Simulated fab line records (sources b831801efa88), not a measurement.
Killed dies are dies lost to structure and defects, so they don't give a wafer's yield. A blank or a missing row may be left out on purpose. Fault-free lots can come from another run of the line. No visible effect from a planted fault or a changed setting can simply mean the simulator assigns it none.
Split-lot experiment + flow sky130 + 23 wafers read across 5 lots, on a route 708 steps long

## ABOUT THE SPLIT
At SKY_LDD_N_COAT_02 (resist thk 300 nm), the setting resist-thk-nm was moved away from the recipe's 300 nm on 6 of the 23 wafers read, by -1.9% to +2.4%. All remaining wafers had this setting at the recipe value.

The reading comes from the split's own step.

## THE READING
NOVOLAK_of_LDD_N_COAT_02.thk-nm (the simulator's own value, which no gauge read), in nm, at SKY_LDD_N_COAT_02 (resist thk 300 nm). The file does not state a usual value for it. Here, 17 wafers ran the recipe; their average is 300.4 nm with a standard deviation of 0.62 nm.

| wafer  | tool, chamber at the split | resist-thk-nm as run, nm | against the recipe | NOVOLAK_of_LDD_N_COAT_02.thk-nm, nm | against lot-mates on the recipe |
|--------|----------------------------|--------------------------|--------------------|-------------------------------------|---------------------------------|
| L074.1 | litho-track-01, 0          | 300                      | recipe             | 301.2                               | -                               |
| L074.2 | litho-track-01, 0          | 300                      | recipe             | 300.6                               | -                               |
| L074.6 | litho-track-01, 0          | 300                      | recipe             | 300.6                               | -                               |
| L074.3 | litho-track-01, 0          | 300                      | recipe             | 300                                 | -                               |
| L074.5 | litho-track-01, 0          | 300                      | recipe             | 300.7                               | -                               |
| L075.1 | litho-track-04, 0          | 300                      | recipe             | 300.6                               | -                               |
| L075.3 | litho-track-04, 0          | 300                      | recipe             | 300.6                               | -                               |
| L075.4 | litho-track-04, 0          | 300                      | recipe             | 300.5                               | -                               |
| L075.5 | litho-track-04, 0          | 300                      | recipe             | 301                                 | -                               |
| L075.6 | litho-track-04, 0          | 300                      | recipe             | 300.2                               | -                               |
| L077.1 | litho-track-04, 0          | 300                      | recipe             | 300.4                               | -                               |
| L077.2 | litho-track-04, 0          | 300                      | recipe             | 302                                 | -                               |
| L077.4 | litho-track-04, 0          | 307.3                    | +2.4%              | 308.5                               | +7.3                            |
| L077.6 | litho-track-04, 0          | 307.3                    | +2.4%              | 308.5                               | +7.3                            |
| L077.5 | litho-track-04, 0          | 307.3                    | +2.4%              | 307.6                               | +6.4                            |
| L081.1 | litho-track-04, 0          | 300                      | recipe             | 299.9                               | -                               |
| L081.3 | litho-track-04, 0          | 300                      | recipe             | 299.7                               | -                               |
| L081.4 | litho-track-04, 0          | 300                      | recipe             | 299.2                               | -                               |
| L085.1 | litho-track-02, 0          | 294.4                    | -1.9%              | 294.6                               | -5.4                            |
| L085.2 | litho-track-02, 0          | 294.4                    | -1.9%              | 295                                 | -5.1                            |
| L085.3 | litho-track-02, 0          | 300                      | recipe             | 300                                 | -                               |
| L085.4 | litho-track-02, 0          | 300                      | recipe             | 300.1                               | -                               |
| L085.5 | litho-track-02, 0          | 294.4                    | -1.9%              | 295.1                               | -4.9                            |

THE FIT
A straight line over all 23 wafers: NOVOLAK_of_LDD_N_COAT_02.thk-nm changes by +3.1 nm for each +1% of resist-thk-nm; r = +0.99; the points scatter about the line by 0.59 nm.
The same after taking each lot's own level away (the mean of its wafers on the recipe; 23 wafers): +2.83 nm for each +1%; r = +0.99; scatter 0.4 nm.
The reading moves by 6.9 nm for the largest change in resist-thk-nm, on that fit.
Across the lots, their own levels run from 299.60 to 301.20 nm, a range of 2.6 times the standard deviation given above.
The two slopes agree, so the slope changes little with the lot-to-lot level.
Check: with one of the wafers moved furthest among these (+2.4%) left out of the fit, the line predicts +6.8 nm for it against its lot-mates. It came out at +7.3 nm against them.

## OTHER SPLITS ON THESE WAFERS
Other splits were also applied to these wafers ahead of the reading. Each is held against what the fit with the lots' levels taken away leaves over:
| other split on the same wafers  | wafers away from the commonest value | r with NOVOLAK_of_LDD_N_COAT_02.thk-nm (lot level and that fit taken away) |
|---------------------------------|--------------------------------------|----------------------------------------------------------------------------|
| SKY_POLY_GATE_EXPOSE_10 dose-mj | 6                                    | -0.08                                                                      |

## THE WHOLE CHAIN: every reading that the file lists as answering this split, in the file's order
| step               | what it does      | reading                                                                          | change (the file's fit)              | r (the file's) |
|--------------------|-------------------|----------------------------------------------------------------------------------|--------------------------------------|----------------|
| SKY_LDD_N_COAT_02  | resist thk 300 nm | NOVOLAK_of_LDD_N_COAT_02.thk-nm (the simulator's own value, which no gauge read) | +2.84 nm for each +1% of the setting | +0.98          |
| SKY_LDD_N_STRIP_16 | strips in O2/N2   | strip-time-to-endpoint-s                                                         | withheld for each +1% of the setting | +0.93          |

## FILE'S OWN FIT
NOVOLAK_of_LDD_N_COAT_02.thk-nm changes by +2.84 nm for each +1% of resist-thk-nm, r = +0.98.
